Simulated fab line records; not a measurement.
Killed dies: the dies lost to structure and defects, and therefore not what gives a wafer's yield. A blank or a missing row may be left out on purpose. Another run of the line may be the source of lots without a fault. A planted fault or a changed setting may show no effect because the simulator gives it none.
Comparing a struck lot with a sound one ; flow sky130 ; 32 out of 708 route steps
Sound: the wafers L558.2, L558.4, L558.5. Struck: wafers L564.4, L564.6 (left out: L564.3, a lot-mate that was not struck); the cause follows at the end.
For every step that has rows: the tool of each side, followed by ch and its chambers, followed by its first start. Under that, the readings that differ: sound wafers ; struck wafers ; difference of the means ; sigmas: that difference in standard deviations of wafers without a fault.
alike: readings with means less than 2 such deviations apart, plus words and numbers identical on both sides. not compared: withheld readings, readings lacking a value on some wafer, bounds such as >300 that could conceal the same value, and numbers that have no deviation in the record and whose values overlap.
A row with sigmas, a row that says differs or no value, or rows on one side alone: a step with any of these is where the two part. Non-overlapping numbers with no deviation appear without sigmas and do not part them. A reading missing from all wafers of one side parts the sides only when that side holds two or more wafers.

first, 3 steps without rows for these wafers: SKY_VIA1_STRIP_17 (strips in post etch residue remover, time 1200 s); SKY_VIA1_CLEAN_18 (cleans in IPA, time 180 s); SKY_VIA1_CLEAN_19 (cleans in O3/DIW).
SKY_VIA1_SPUTTER_20: material TiN, target thk 20 nm, time 80 s.
  sound on pvd sputter-02 at day 34 06:26; struck on pvd sputter-04 at day 36 07:38
reading;sound;struck;difference;sigmas
throttle valve pct (%);27.9 30.0 28.2;31.6 31.4;+2.8;+2
SKY_VIA1_CVD_21: deposits W, target thk 270 nm, time 80.902 s.
  sound on cvd w-02 ch 0, day 34 06:30; struck on cvd w-02 ch 0, day 36 07:44
  alike: heater power w
SKY_VIA1_RS_MEAS_22: measurement is done with a four-point probe.
  sound on film metro-04 at day 34 06:37; struck on film metro-01 at day 36 07:50
  alike: VIA1_W_RS
SKY_VIA1_THK_MEAS_23: measures by xrf.
  sound on film metro-04 at day 34 06:43; struck on film metro-01 at day 36 07:56
  alike: VIA1_W_THK
SKY_VIA1_CMP_24: polishes, stops on SiO2, t overpolish 15 s, target thk 0 nm.
  sound on cmp-01 ch 0,2,3, day 34 06:46; struck on cmp-02 ch 1,2, day 36 08:02
  alike: head pressure psi, motor current A, overpolish run s, time to endpoint s
then, 4 steps without rows for these wafers: SKY_METAL2_SPUTTER_00 (material Ti, target thk 15 nm, time 10 s); SKY_METAL2_SPUTTER_01 (material TiN, target thk 20 nm, time 16.7 s); SKY_METAL2_SPUTTER_02 (material AlCu, target thk 250 nm, time 13.3 s); SKY_METAL2_SPUTTER_03 (material Ti, target thk 5 nm, time 3.3 s).
SKY_METAL2_SPUTTER_04: material TiN, target thk 70 nm, time 58.3 s.
  sound on pvd sputter-04 at day 34 07:10; struck on pvd sputter-01 at day 36 08:22
reading;sound;struck;difference;sigmas
model.TiN_of_METAL2_SPUTTER_04.thk nm (nm);69.81 69.6 69.8;106.5 107.1;+37.1;
  alike: throttle valve pct
SKY_METAL2_RS_MEAS_05: measurement is done with a four-point probe.
  sound on film metro-01 at day 34 07:14; struck on film metro-02 at day 36 08:28
  alike: METAL2_ALCU_RS
SKY_METAL2_THK_MEAS_06: measures by xrf.
  sound on film metro-01 at day 34 07:20; struck on film metro-02 at day 36 08:34
reading;sound;struck;difference;sigmas
METAL2_ALCU_THK (nm);248 253 246;231 230;-18;-6
then, 8 steps without rows for these wafers: SKY_METAL2_DEHYDRATE_07 (time 60 s); SKY_METAL2_HMDS_08 (prime time 60 s); SKY_METAL2_COAT_09 (resist thk 60 nm); SKY_METAL2_COAT_10 (resist thk 450 nm); SKY_METAL2_SOFTBAKE_11 (time 90 s); SKY_METAL2_EXPOSE_12 (exposes mask MM2, target cd 140 nm); SKY_METAL2_PEB_13; SKY_METAL2_DEVELOP_14 (develop time 60 s).
SKY_METAL2_CD_MEAS_15: the cd target is 140 nm.
  sound on cd sem-02 at day 35 10:59; struck on cd sem-02 at day 37 11:02
  alike: cd nm
SKY_METAL2_OVL_MEAS_16:
  sound on overlay-01 at day 35 11:05; struck on overlay-01 at day 37 11:08
  alike: METAL2_OVL
then, 1 step without rows for these wafers: SKY_METAL2_DESCUM_17 (chemistry O2, time 8 s).
SKY_METAL2_ETCH_18: etches BARC in N2/H2, stops on SiO2, time 45.9 s, target depth 60 nm.
  sound on rie metal-04 ch 0,1, day 35 11:09; struck on rie metal-02 ch 0,1, day 37 11:13
  alike: drypump motor current A, oes product au, throttle valve pct
  not compared: rf hours counter h
then, 1 step without rows for these wafers: SKY_METAL2_METAL_ETCH_19 (etches the open film in Cl2/BCl3, stops on SiO2, target depth 360 nm, time 78 s).
SKY_METAL2_STRIP_20: strips in O2/N2.
  sound on plasma asher-01 ch 0,1, day 35 11:19; struck on plasma asher-01 ch 0, day 37 11:22
reading;sound;struck;difference;sigmas
strip time to endpoint s (s);2.75 2.77 2.73;2.71 2.62;-0.08;-2
  alike: drypump motor current A, oes product au
  not compared: rf hours counter h
SKY_METAL2_STRIP_21: strips in post etch residue remover, time 1200 s.
  sound on wet bench-01 ch 3, day 35 11:25; struck on wet bench-04 ch 0, day 37 11:26
reading;sound;struck;difference;sigmas
model.TiN_of_METAL2_SPUTTER_04.thk nm (nm);69.39 69.18 69.37;106.1 106.7;+37.1;
then, 1 step without rows for these wafers: SKY_METAL2_CLEAN_22 (cleans in IPA, time 180 s).
-- the record jumps here: 10 days lie between the struck wafers' starts before and after (it left off in module METAL2 and takes up again in module PAD_OPEN, whose first step shown is number 708 of the route) --
SKY_PAD_OPEN_PROBE_99:
  sound on prober-02 at day 46 00:41; struck on prober-02 at day 47 15:59
reading;sound;struck;difference;sigmas
model.etest.via2 chain.rc ohm;9.781 9.189 10.38;11.34 10.57;+1.17;
  alike: defect limited yield, killed_at_M0_to_M3, killed_at_M4_up, killed at contacts, killed at front end, killed at other, killed dies, killed open, killed short, sort_bin_3_pad_short, sort_bin_5_function, sort_bin_6_memory, sort n pass, sort yield pct

## WHERE THEY PART
First at SKY_VIA1_SPUTTER_20; last, within this record, at SKY_METAL2_STRIP_20. Later steps at which nothing parts them and some readings are alike: SKY_PAD_OPEN_PROBE_99.

WHY: what had been put in by the simulator
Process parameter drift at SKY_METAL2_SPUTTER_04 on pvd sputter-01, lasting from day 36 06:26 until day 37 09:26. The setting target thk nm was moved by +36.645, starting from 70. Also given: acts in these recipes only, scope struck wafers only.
